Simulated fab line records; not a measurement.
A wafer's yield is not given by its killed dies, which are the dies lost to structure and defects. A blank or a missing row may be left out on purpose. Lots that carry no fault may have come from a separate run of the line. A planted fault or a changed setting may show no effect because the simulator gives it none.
fab line records	flow gf180mcu
record: lots: 24	wafers: 72	last-day: 34
route steps=602 shown NWELL@137 SALICIDE@284 V1@349 M2@368 V4@481
lots that met no fault: from a run of the same line without faults
start-h: start of the lot's first displayed wafer, in hours after the record's first day	wait-h: hours from the lot's prior step to this one	" as in the row above	L1.1+2: a single row standing in for several wafers	- no value, or no start was given	* or withheld: withheld	< > ~ a bound
route shown NAME@n: NAME is a module with steps in the file, n the number in the route of the first one	usual: mean and standard deviation over wafers with no fault	same: alike in all rows	chamber/n: place in a boat	sites: per-site readings	_std_site: how widely they spread, as a standard deviation	_edge_site: outer sites' mean less inner sites'	radius-mm: how far each site lies from the wafer's centre	mask NAME#n: copy n	behind: the most recent tool/chamber to have shaped the wafer	hold: the reason the lot was held/the length of the hold in hours/how it ended	device: names the non-switching transistor (n, p or np)	end of line: tests of these same wafers at the route's end	step lacking rows: just its recipe	killed: not the wafer's yield, but the dies lost to structure and defects at the first sort	map: a wafer's dies, marking killed ones x, the rest . and places with no die _
set.NAME: the run value of the setting; set.NAME@STEP: its run value at that earlier step	model.NAME: the simulator's own value behind a step, which no gauge read
steps of the route over a sample of lots; a table a step, a row a wafer
services: from which hour (start-h, from the record's first day; less than 0 if before it) a tool's chamber was out of use, for how many hours, and why
== steps ==
step: GF_VT_IMPLANT_RS_MEAS_47
recipe: thk-meas-gauge: four-point-probe
usual: NWELL_RS: 487.8/1.1
lot.wafer	tool	chamber	start-h	wait-h	NWELL_RS[ohm/sq]
L074.2	film-metro-03	-	152.35	0.1	487.0
L074.3	"	-	"	"	486.1
L074.5	"	-	"	"	486.9
L075.1	film-metro-03	-	159.79	0.1	488.3
L075.4	"	-	"	"	488.0
L075.6	"	-	"	"	487.2
L076.2	film-metro-03	-	166.40	0.1	487.4
L076.3	"	-	"	"	485.9
L076.6	"	-	"	"	485.5
L077.1	film-metro-04	-	171.54	0.1	487.3
L077.2	"	-	"	"	487.2
L077.4	"	-	"	"	488.5
L078.1	film-metro-04	-	180.44	0.1	488.5
L078.5	"	-	"	"	487.3
L078.6	"	-	"	"	489.3
L079.3	film-metro-04	-	185.33	0.1	487.9
L079.4	"	-	"	"	487.9
L079.6	"	-	"	"	487.8
L080.1	film-metro-03	-	192.54	0.1	488.2
L080.3	"	-	"	"	489.7
L080.5	"	-	"	"	488.5
L082.2	film-metro-02	-	207.56	0.1	488.7
L082.3	"	-	"	"	486.3
L082.4	"	-	"	"	488.5
L081.2	film-metro-03	-	209.56	0.1	488.9
L081.5	"	-	"	"	488.9
L081.6	"	-	"	"	488.1
L083.1	film-metro-02	-	216.50	0.1	488.4
L083.4	"	-	"	"	488.1
L083.5	"	-	"	"	487.9
L084.1	film-metro-04	-	237.09	0.1	486.3
L084.2	"	-	"	"	487.5
L084.4	"	-	"	"	487.9
L085.1	film-metro-04	-	248.39	0.1	488.4
L085.2	"	-	"	"	486.9
L085.6	"	-	"	"	488.0
L087.1	film-metro-02	-	250.84	0.1	488.0
L087.3	"	-	"	"	488.4
L087.6	"	-	"	"	487.1
L086.2	film-metro-03	-	251.21	0.1	485.9
L086.5	"	-	"	"	486.0
L086.6	"	-	"	"	485.9
L089.1	film-metro-02	-	266.03	0.1	489.1
L089.3	"	-	"	"	488.0
L089.6	"	-	"	"	488.9
L088.3	film-metro-04	-	269.42	0.1	489.2
L088.4	"	-	"	"	488.8
L088.5	"	-	"	"	489.5
L091.2	film-metro-02	-	274.40	0.1	487.0
L091.5	"	-	"	"	486.9
L091.6	"	-	"	"	486.5
L090.1	film-metro-02	-	275.33	0.1	488.3
L090.2	"	-	"	"	485.8
L090.6	"	-	"	"	487.4
L092.1	film-metro-03	-	280.04	0.1	486.5
L092.3	"	-	"	"	486.6
L092.6	"	-	"	"	488.0
L094.1	film-metro-04	-	290.83	0.1	488.2
L094.2	"	-	"	"	487.7
L094.5	"	-	"	"	487.5
L093.1	film-metro-03	-	292.99	0.1	487.0
L093.3	"	-	"	"	488.7
L093.4	"	-	"	"	488.8
L095.1	film-metro-04	-	302.14	0.1	487.6
L095.4	"	-	"	"	489.5
L095.6	"	-	"	"	488.4
L096.2	film-metro-02	-	305.65	0.1	486.0
L096.4	"	-	"	"	486.4
L096.6	"	-	"	"	487.4
L097.3	film-metro-02	-	311.87	0.1	486.7
L097.5	"	-	"	"	488.7
L097.6	"	-	"	"	488.3
step: GF_SALICIDE_RTA_06
recipe: temp-c: 530	time-s: 30	ambient: N2
usual: lamp-power-pct: 6.1/1.1	wafer_temp_C_max: 533.1/0.84
lot.wafer	tool	chamber	start-h	wait-h	lamp-power-pct	wafer_temp_C_max
L074.2	rtp-anneal-01	0	330.08	0.1	5.2	533.3
L074.3	"	0	"	"	5.2	533.8
L074.5	"	0	"	"	5.2	533.7
L075.1	rtp-anneal-02	0	339.10	0.1	7.4	532.9
L075.4	"	0	"	"	7.4	532.0
L075.6	"	0	"	"	7.4	532.6
L076.2	rtp-anneal-01	0	348.37	0.1	5.2	533.0
L076.3	"	0	"	"	5.2	533.4
L076.6	"	0	"	"	5.2	533.1
L077.1	rtp-anneal-02	0	358.76	0.1	7.4	532.3
L077.2	"	0	"	"	7.4	532.2
L077.4	"	0	"	"	7.4	532.2
L078.1	rtp-anneal-01	0	370.45	0.1	5.1	533.3
L078.5	"	0	"	"	5.2	532.3
L078.6	"	0	"	"	5.2	534.0
L079.3	rtp-anneal-01	0	372.69	0.1	5.1	534.2
L079.4	"	0	"	"	5.2	534.2
L079.6	"	0	"	"	5.1	533.6
L080.1	rtp-anneal-01	0	387.80	0.1	5.2	533.9
L080.3	"	0	"	"	5.2	534.4
L080.5	"	0	"	"	5.2	534.4
L082.2	rtp-anneal-01	0	403.16	0.1	5.2	534.0
L082.3	"	0	"	"	5.2	532.7
L082.4	"	0	"	"	5.2	533.8
L081.2	rtp-anneal-02	0	406.39	0.1	7.4	532.4
L081.5	"	0	"	"	7.4	532.1
L081.6	"	0	"	"	7.4	532.5
L083.1	rtp-anneal-02	0	416.35	0.1	7.4	532.0
L083.4	"	0	"	"	7.4	532.4
L083.5	"	0	"	"	7.4	532.5
L084.1	rtp-anneal-01	0	444.72	0.1	5.2	534.8
L084.2	"	0	"	"	5.2	534.0
L084.4	"	0	"	"	5.1	532.6
L085.1	rtp-anneal-02	0	455.89	0.1	7.4	531.1
L085.2	"	0	"	"	7.4	532.9
L085.6	"	0	"	"	7.4	531.8
L087.1	rtp-anneal-01	0	458.92	0.1	5.1	533.4
L087.3	"	0	"	"	5.1	534.1
L087.6	"	0	"	"	5.2	533.6
L086.2	rtp-anneal-02	0	460.98	0.1	7.4	532.9
L086.5	"	0	"	"	7.4	532.2
L086.6	"	0	"	"	7.4	532.4
L089.1	rtp-anneal-02	0	478.75	0.1	7.4	532.9
L089.3	"	0	"	"	7.4	532.7
L089.6	"	0	"	"	7.4	532.5
L088.3	rtp-anneal-01	0	485.98	0.1	5.2	534.2
L088.4	"	0	"	"	5.2	532.6
L088.5	"	0	"	"	5.2	533.8
L091.2	rtp-anneal-02	0	492.21	0.1	7.4	532.1
L091.5	"	0	"	"	7.4	532.1
L091.6	"	0	"	"	7.4	532.3
L090.1	rtp-anneal-02	0	493.70	0.1	7.4	532.5
L090.2	"	0	"	"	7.4	532.5
L090.6	"	0	"	"	7.4	531.8
L092.1	rtp-anneal-01	0	498.01	0.1	5.2	532.3
L092.3	"	0	"	"	5.2	532.6
L092.6	"	0	"	"	5.2	533.6
L094.1	rtp-anneal-01	0	505.37	0.1	5.1	533.2
L094.2	"	0	"	"	5.2	533.2
L094.5	"	0	"	"	5.2	532.7
L093.1	rtp-anneal-01	0	512.42	0.1	5.2	533.3
L093.3	"	0	"	"	5.2	534.4
L093.4	"	0	"	"	5.2	533.8
L095.1	rtp-anneal-01	0	520.36	0.1	5.2	533.8
L095.4	"	0	"	"	5.2	533.8
L095.6	"	0	"	"	5.1	532.5
L096.2	rtp-anneal-02	0	526.75	0.1	7.4	532.6
L096.4	"	0	"	"	7.4	532.3
L096.6	"	0	"	"	7.4	533.0
L097.3	rtp-anneal-01	0	532.80	0.1	5.2	533.0
L097.5	"	0	"	"	5.2	533.4
L097.6	"	0	"	"	5.2	533.2
step: GF_V1_CD_MEAS_14
recipe: target-cd-nm: 260
usual: cd-nm: 260.5/1.5
lot.wafer	tool	chamber	start-h	wait-h	cd-nm
L074.2	cd-sem-01	-	399.75	0.1	262.4
L074.3	"	-	"	"	261.3
L074.5	"	-	"	"	262.3
L075.1	cd-sem-01	-	410.58	0.1	260.1
L075.4	"	-	"	"	259.4
L075.6	"	-	"	"	260.4
L076.2	cd-sem-01	-	420.85	0.1	260.2
L076.3	"	-	"	"	261.6
L076.6	"	-	"	"	261.4
L077.1	cd-sem-01	-	432.67	0.1	259.0
L077.2	"	-	"	"	259.7
L077.4	"	-	"	"	258.3
L078.1	cd-sem-02	-	443.76	0.1	260.6
L078.5	"	-	"	"	260.7
L078.6	"	-	"	"	260.1
L079.3	cd-sem-01	-	448.15	0.1	261.7
L079.4	"	-	"	"	260.3
L079.6	"	-	"	"	260.5
L080.1	cd-sem-02	-	461.56	0.1	261.6
L080.3	"	-	"	"	261.0
L080.5	"	-	"	"	259.7
L082.2	cd-sem-02	-	478.98	0.1	258.1
L082.3	"	-	"	"	257.7
L082.4	"	-	"	"	257.9
L081.2	cd-sem-01	-	483.64	0.1	262.1
L081.5	"	-	"	"	261.9
L081.6	"	-	"	"	262.6
L083.1	cd-sem-01	-	491.92	0.1	258.3
L083.4	"	-	"	"	257.2
L083.5	"	-	"	"	258.4
L084.1	cd-sem-02	-	520.26	0.1	260.5
L084.2	"	-	"	"	259.9
L084.4	"	-	"	"	261.1
L085.1	cd-sem-02	-	529.48	0.1	260.6
L085.2	"	-	"	"	260.7
L085.6	"	-	"	"	260.0
L087.1	cd-sem-01	-	534.07	0.1	261.1
L087.3	"	-	"	"	260.0
L087.6	"	-	"	"	259.6
L086.2	cd-sem-01	-	535.38	0.1	257.4
L086.5	"	-	"	"	259.5
L086.6	"	-	"	"	258.5
L089.1	cd-sem-01	-	552.51	0.1	258.6
L089.3	"	-	"	"	260.2
L089.6	"	-	"	"	259.1
L088.3	cd-sem-01	-	558.50	0.1	261.0
L088.4	"	-	"	"	260.9
L088.5	"	-	"	"	261.1
L091.2	cd-sem-01	-	563.85	0.1	261.3
L091.5	"	-	"	"	261.2
L091.6	"	-	"	"	261.5
L090.1	cd-sem-02	-	565.61	0.1	260.9
L090.2	"	-	"	"	260.7
L090.6	"	-	"	"	260.9
L092.1	cd-sem-02	-	569.97	0.1	261.2
L092.3	"	-	"	"	260.2
L092.6	"	-	"	"	261.1
L094.1	cd-sem-02	-	576.83	0.1	260.4
L094.2	"	-	"	"	260.7
L094.5	"	-	"	"	261.1
L093.1	cd-sem-02	-	583.58	0.1	260.6
L093.3	"	-	"	"	260.2
L093.4	"	-	"	"	260.1
L095.1	cd-sem-02	-	590.98	0.1	264.1
L095.4	"	-	"	"	264.7
L095.6	"	-	"	"	263.0
L096.2	cd-sem-02	-	596.58	0.1	260.3
L096.4	"	-	"	"	259.3
L096.6	"	-	"	"	259.2
L097.3	cd-sem-02	-	602.61	0.1	261.5
L097.5	"	-	"	"	262.7
L097.6	"	-	"	"	262.6
step: GF_M2_THK_MEAS_06
recipe: thk-meas-gauge: xrf	reads: AlCu_of_M2_SPUTTER_02
usual: M2_ALCU_THK: 461/8.4
lot.wafer	tool	chamber	start-h	wait-h	M2_ALCU_THK[nm]
L074.2	film-metro-04	-	401.62	0.1	471
L074.3	"	-	"	"	463
L074.5	"	-	"	"	467
L075.1	film-metro-01	-	412.43	0.1	459
L075.4	"	-	"	"	457
L075.6	"	-	"	"	465
L076.2	film-metro-04	-	422.71	0.1	473
L076.3	"	-	"	"	472
L076.6	"	-	"	"	470
L077.1	film-metro-01	-	434.60	0.1	449
L077.2	"	-	"	"	452
L077.4	"	-	"	"	448
L078.1	film-metro-04	-	446.07	0.1	473
L078.5	"	-	"	"	477
L078.6	"	-	"	"	471
L079.3	film-metro-04	-	450.10	0.1	469
L079.4	"	-	"	"	471
L079.6	"	-	"	"	468
L080.1	film-metro-02	-	463.41	0.1	455
L080.3	"	-	"	"	458
L080.5	"	-	"	"	460
L082.2	film-metro-01	-	481.04	0.1	452
L082.3	"	-	"	"	449
L082.4	"	-	"	"	450
L081.2	film-metro-01	-	485.49	0.1	453
L081.5	"	-	"	"	456
L081.6	"	-	"	"	457
L083.1	film-metro-04	-	493.78	0.1	470
L083.4	"	-	"	"	473
L083.5	"	-	"	"	471
L084.1	film-metro-02	-	522.12	0.1	457
L084.2	"	-	"	"	462
L084.4	"	-	"	"	457
L085.1	film-metro-02	-	531.35	0.1	451
L085.2	"	-	"	"	449
L085.6	"	-	"	"	451
L087.1	film-metro-01	-	535.92	0.1	461
L087.3	"	-	"	"	454
L087.6	"	-	"	"	459
L086.2	film-metro-01	-	537.22	0.1	462
L086.5	"	-	"	"	461
L086.6	"	-	"	"	461
L089.1	film-metro-01	-	554.36	0.1	447
L089.3	"	-	"	"	446
L089.6	"	-	"	"	448
L088.3	film-metro-01	-	560.33	0.1	455
L088.4	"	-	"	"	460
L088.5	"	-	"	"	461
L091.2	film-metro-04	-	565.69	0.1	470
L091.5	"	-	"	"	469
L091.6	"	-	"	"	465
L090.1	film-metro-02	-	567.46	0.1	467
L090.2	"	-	"	"	470
L090.6	"	-	"	"	470
L092.1	film-metro-02	-	571.82	0.1	462
L092.3	"	-	"	"	461
L092.6	"	-	"	"	457
L094.1	film-metro-01	-	578.69	0.1	453
L094.2	"	-	"	"	454
L094.5	"	-	"	"	454
L093.1	film-metro-02	-	585.43	0.1	456
L093.3	"	-	"	"	459
L093.4	"	-	"	"	456
L095.1	film-metro-01	-	592.84	0.1	461
L095.4	"	-	"	"	452
L095.6	"	-	"	"	456
L096.2	film-metro-04	-	598.42	0.1	469
L096.4	"	-	"	"	466
L096.6	"	-	"	"	475
L097.3	film-metro-02	-	604.44	0.1	473
L097.5	"	-	"	"	467
L097.6	"	-	"	"	471
step: GF_V4_BOW_MEAS_05
recipe: mode: bow
usual: V4_BOW: 139/8
lot.wafer	tool	chamber	start-h	wait-h	V4_BOW[um]
L074.2	film-metro-03	-	528.95	0.2	132
L074.3	"	-	"	"	141
L074.5	"	-	"	"	125
L075.1	film-metro-02	-	537.40	0.2	141
L075.4	"	-	"	"	132
L075.6	"	-	"	"	133
L076.2	film-metro-04	-	547.73	0.2	141
L076.3	"	-	"	"	147
L076.6	"	-	"	"	152
L077.1	film-metro-02	-	560.27	0.1	137
L077.2	"	-	"	"	152
L077.4	"	-	"	"	145
L078.1	film-metro-03	-	570.59	0.1	145
L078.5	"	-	"	"	128
L078.6	"	-	"	"	136
L079.3	film-metro-02	-	574.51	0.2	141
L079.4	"	-	"	"	148
L079.6	"	-	"	"	147
L080.1	film-metro-02	-	586.10	0.1	132
L080.3	"	-	"	"	127
L080.5	"	-	"	"	127
L082.2	film-metro-02	-	600.58	0.3	133
L082.3	"	-	"	"	138
L082.4	"	-	"	"	127
L081.2	film-metro-04	-	606.08	0.2	144
L081.5	"	-	"	"	143
L081.6	"	-	"	"	137
L083.1	film-metro-03	-	612.99	0.2	136
L083.4	"	-	"	"	133
L083.5	"	-	"	"	138
L084.1	film-metro-03	-	637.18	0.2	134
L084.2	"	-	"	"	137
L084.4	"	-	"	"	135
L085.1	film-metro-04	-	646.29	0.2	139
L085.2	"	-	"	"	143
L085.6	"	-	"	"	130
L087.1	film-metro-03	-	648.58	0.1	153
L087.3	"	-	"	"	128
L087.6	"	-	"	"	132
L086.2	film-metro-04	-	651.42	0.2	146
L086.5	"	-	"	"	156
L086.6	"	-	"	"	145
L089.1	film-metro-02	-	665.28	0.2	141
L089.3	"	-	"	"	148
L089.6	"	-	"	"	147
L088.3	film-metro-02	-	671.06	0.2	141
L088.4	"	-	"	"	125
L088.5	"	-	"	"	136
L091.2	film-metro-02	-	676.59	0.3	134
L091.5	"	-	"	"	145
L091.6	"	-	"	"	134
L090.1	film-metro-04	-	677.69	0.2	152
L090.2	"	-	"	"	143
L090.6	"	-	"	"	141
L092.1	film-metro-03	-	680.68	0.1	146
L092.3	"	-	"	"	134
L092.6	"	-	"	"	141
L094.1	film-metro-03	-	686.39	0.2	154
L094.2	"	-	"	"	128
L094.5	"	-	"	"	147
L093.1	film-metro-04	-	691.34	0.2	130
L093.3	"	-	"	"	130
L093.4	"	-	"	"	128
L095.1	film-metro-03	-	699.59	0.2	140
L095.4	"	-	"	"	134
L095.6	"	-	"	"	134
L096.2	film-metro-02	-	704.27	0.2	146
L096.4	"	-	"	"	152
L096.6	"	-	"	"	143
L097.3	film-metro-02	-	709.54	0.2	142
L097.5	"	-	"	"	151
L097.6	"	-	"	"	143
step: GF_V4_STRIP_18
recipe: chemistry: O2/N2	power-w: 1400	pressure-mtorr: 1500	platen-temp-c: 250	o2-flow-sccm: 3000	n2-flow-sccm: 300	overash-fraction: 0.5
usual: chamber-pressure-mTorr: 1500.1/1.2	drypump-motor-current-A: 5.53/0.14	heater-power-w: 337/22	oes-product-au: 0.592/0.0044
same: overash-fraction: 0.5
lot.wafer	tool	chamber	start-h	wait-h	chamber-pressure-mTorr	drypump-motor-current-A	heater-power-w	oes-product-au	rf-hours-counter-h
L074.2	plasma-asher-04	0	551.72	-	1500.4	5.27	326	0.594	91
L074.3	"	1	"	"	1500.7	5.71	316	0.589	-
L074.5	"	1	"	"	1499.7	5.69	315	0.594	-
L075.1	plasma-asher-02	1	560.87	-	1496.4	5.68	335	0.593	48
L075.4	"	1	"	"	1498.8	5.66	333	0.591	-
L075.6	"	1	"	"	1497.7	5.67	343	0.592	-
L076.2	plasma-asher-02	1	570.39	-	1500.4	5.68	339	0.590	49
L076.3	"	0	"	"	1499.8	5.54	344	0.589	-
L076.6	"	1	"	"	1502.7	5.68	333	0.592	-
L077.1	plasma-asher-02	0	582.59	-	1501.4	5.54	350	0.586	50
L077.2	"	1	"	"	1499.5	5.68	333	0.594	50
L077.4	"	1	"	"	1501.4	5.66	334	0.582	-
L078.1	plasma-asher-01	0	592.64	-	1498.1	5.45	315	0.592	17
L078.5	"	1	"	"	1498.9	5.52	371	0.598	-
L078.6	"	0	"	"	1500.2	5.47	315	0.589	-
L079.3	plasma-asher-01	1	596.23	-	1501.0	5.48	373	0.586	-
L079.4	"	0	"	"	1499.7	5.44	304	0.588	-
L079.6	"	0	"	"	1499.8	5.45	306	0.592	-
L080.1	plasma-asher-02	0	607.63	-	1501.1	5.54	349	0.590	53
L080.3	"	1	"	"	1500.3	5.66	329	0.593	-
L080.5	"	0	"	"	1500.4	5.54	343	0.594	-
L082.2	plasma-asher-04	1	621.94	-	1498.7	5.69	316	0.596	98
L082.3	"	0	"	"	1500.4	5.27	327	0.593	-
L082.4	"	1	"	"	1501.2	5.70	322	0.590	-
L081.2	plasma-asher-02	1	626.91	-	1499.8	5.68	340	0.594	55
L081.5	"	0	"	"	1502.4	5.53	349	0.585	-
L081.6	"	1	"	"	1500.5	5.70	336	0.589	-
L083.1	plasma-asher-04	1	633.66	-	1500.2	5.70	321	0.592	100
L083.4	"	1	"	"	1501.0	5.68	319	0.595	-
L083.5	"	1	"	"	1499.6	5.70	318	0.587	-
L084.1	plasma-asher-02	1	657.43	-	1501.4	5.68	343	0.588	58
L084.2	"	0	"	"	1499.8	5.52	355	0.592	58
L084.4	"	0	"	"	1501.3	5.52	345	0.592	-
L085.1	plasma-asher-01	1	666.05	-	1502.1	5.51	365	0.588	25
L085.2	"	0	"	"	1499.4	5.46	314	0.591	25
L085.6	"	0	"	"	1502.8	5.45	306	0.595	-
L087.1	plasma-asher-02	0	667.94	-	1502.4	5.51	346	0.587	59
L087.3	"	0	"	"	1499.0	5.55	349	0.589	-
L087.6	"	1	"	"	1500.6	5.67	333	0.588	-
L086.2	plasma-asher-01	1	671.31	-	1499.4	5.48	372	0.591	26
L086.5	"	0	"	"	1499.7	5.50	310	0.593	-
L086.6	"	1	"	"	1498.2	5.50	378	0.585	-
L089.1	plasma-asher-01	1	684.61	-	1501.6	5.54	366	0.594	27
L089.3	"	0	"	"	1499.4	5.43	303	0.596	-
L089.6	"	0	"	"	1501.7	5.44	296	0.602	-
L088.3	plasma-asher-01	0	690.47	-	1501.6	5.41	301	0.599	-
L088.4	"	1	"	"	1499.3	5.52	368	0.593	-
L088.5	"	1	"	"	1497.6	5.51	381	0.586	-
L091.2	plasma-asher-04	1	694.89	-	1500.0	5.71	323	0.589	107
L091.5	"	1	"	"	1500.1	5.72	320	0.595	-
L091.6	"	0	"	"	1500.7	5.26	316	0.603	-
L090.1	plasma-asher-01	0	697.04	-	1503.1	5.46	308	0.587	28
L090.2	"	1	"	"	1500.1	5.52	378	0.594	28
L090.6	"	0	"	"	1500.9	5.46	311	0.586	-
L092.1	plasma-asher-04	0	699.41	-	1500.0	5.25	335	0.594	107
L092.3	"	0	"	"	1500.2	5.25	320	0.590	-
L092.6	"	1	"	"	1500.5	5.69	314	0.583	-
L094.1	plasma-asher-01	0	705.00	-	1499.0	5.47	311	0.594	29
L094.2	"	1	"	"	1501.4	5.49	378	0.591	29
L094.5	"	1	"	"	1500.0	5.54	373	0.590	-
L093.1	plasma-asher-02	0	709.39	-	1499.5	5.53	342	0.589	64
L093.3	"	1	"	"	1501.2	5.68	336	0.593	-
L093.4	"	0	"	"	1500.0	5.51	345	0.594	-
L095.1	plasma-asher-02	1	717.84	-	1497.8	5.71	347	0.589	64
L095.4	"	1	"	"	1498.7	5.69	329	0.597	-
L095.6	"	0	"	"	1499.4	5.51	354	0.594	-
L096.2	plasma-asher-04	1	721.81	-	1498.4	5.69	316	0.597	109
L096.4	"	1	"	"	1500.6	5.69	321	0.602	-
L096.6	"	1	"	"	1499.5	5.69	320	0.596	-
L097.3	plasma-asher-04	1	727.50	-	1499.4	5.70	312	0.593	-
L097.5	"	0	"	"	1500.3	5.27	332	0.595	-
L097.6	"	1	"	"	1499.8	5.70	321	0.592	-
== services ==
tool	chamber	start-h	hours	kind
plasma-asher-02	-	313.43	2.4	repair
plasma-asher-04	-	383.14	1.4	repair
plasma-asher-04	-	413.67	1.2	repair
plasma-asher-01	-	421.25	9.0	pm
plasma-asher-01	0	421.25	9.0	vent-cycle
plasma-asher-01	1	421.25	9.0	vent-cycle
plasma-asher-01	0	430.25	-	clean
plasma-asher-01	1	430.25	-	clean
plasma-asher-01	-	462.04	0.6	repair
plasma-asher-02	-	594.16	1.3	repair
plasma-asher-02	-	682.45	2.8	pm
rtp-anneal-01	-	706.88	4.8	pm
plasma-asher-02	-	716.20	1.5	repair
== key ==
fault none
